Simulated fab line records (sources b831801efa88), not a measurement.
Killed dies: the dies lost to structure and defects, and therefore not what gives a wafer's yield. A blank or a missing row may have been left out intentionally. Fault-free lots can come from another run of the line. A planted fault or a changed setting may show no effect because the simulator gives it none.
A struck lot beside a sound one | flow sky130 | 15 out of 708 route steps
Sound: these wafers, L743.1, L743.2, L743.5. The struck wafers were L739.4, L739.5, L739.6. The cause comes at the end.
Order at every step that has rows: each side's tool, ch and its chambers, its first start. Under that, the readings that differ: sound wafers | struck wafers | difference of the means | sigmas: that difference in standard deviations of wafers without a fault.
alike: readings whose means differ by less than 2 such deviations, and words and numbers that are the same on both sides. not compared: withheld readings, readings that some wafer has no value for, bounds like >300 that may hide the same value, and numbers for which the record gives no deviation and whose values overlap.
The two part at a step that has a row with sigmas, a row that says differs or no value, or rows on one side only. Numbers that don't overlap but have no deviation are shown without sigmas and don't part them. Lack of a reading on every wafer of one side parts them only where that side has two or more wafers.

first, 4 steps without rows for these wafers: SKY_SD_P_SOFTBAKE_03 (time 60 s); SKY_SD_P_EXPOSE_04 (exposes mask PSDM, target cd 380 nm); SKY_SD_P_PEB_05; SKY_SD_P_DEVELOP_06 (develop time 60 s).
SKY_SD_P_CD_MEAS_07: target cd 380 nm.
  sound: cd-sem-02 at day 32 04:37; struck: cd-sem-01 at day 28 16:30
  reading    | sound             | struck            | difference | sigmas
  cd-nm (nm) | 378.5 377.5 378.2 | 386.0 385.0 382.7 | +6.5       | +2
SKY_SD_P_OVL_MEAS_08:
  sound: overlay-01 at day 32 04:44; struck: overlay-01 at day 28 16:35
  alike: SD_P_OVL
next, for these wafers, 1 step has no rows: SKY_SD_P_IMPLANT_09.
SKY_SD_P_STRIP_10: strips in O2/N2.
  sound on plasma-asher-01 ch 0,1, day 32 04:55; struck on plasma-asher-01 ch 0,1, day 28 16:47
  alike: drypump-motor-current-A, oes-product-au, strip-time-to-endpoint-s
  not compared: rf-hours-counter-h
SKY_SD_P_TW_MEAS_11:
  sound: film-metro-03 at day 32 05:01; struck: film-metro-01 at day 28 16:53
  alike: SD_P_TW
then, 3 steps without rows for these wafers: SKY_RES_XHIGH_DEHYDRATE_00 (time 60 s); SKY_RES_XHIGH_HMDS_01 (prime time 60 s); SKY_RES_XHIGH_COAT_02 (resist thk 1140 nm).
SKY_RES_XHIGH_SOFTBAKE_03: time 60 s.
  sound on litho-track-02 ch 0, day 32 17:01; struck on litho-track-03 ch 0, day 29 04:45
  reading                  | sound             | struck            | difference | sigmas
  heater-power-total-W (W) | 56.61 56.61 56.58 | 55.92 55.90 55.98 | -0.67      | -16
  plate-temp-C (C)         | 89.93 89.96 89.69 | 89.19 89.22 89.08 | -0.70      | -6
  alike: chill-plate-temp-C
then, 1 step without rows for these wafers: SKY_RES_XHIGH_EXPOSE_04 (exposes mask URPM, target cd 1270 nm).
SKY_PAD_OPEN_PROBE_99:
  the record has rows for the sound wafers here (prober-01, day 50 08:31) and none for the struck ones

== WHERE THEY PART ==
Earliest at SKY_SD_P_CD_MEAS_07; latest, in this record, at SKY_PAD_OPEN_PROBE_99.

WHY: whatever the simulator had introduced
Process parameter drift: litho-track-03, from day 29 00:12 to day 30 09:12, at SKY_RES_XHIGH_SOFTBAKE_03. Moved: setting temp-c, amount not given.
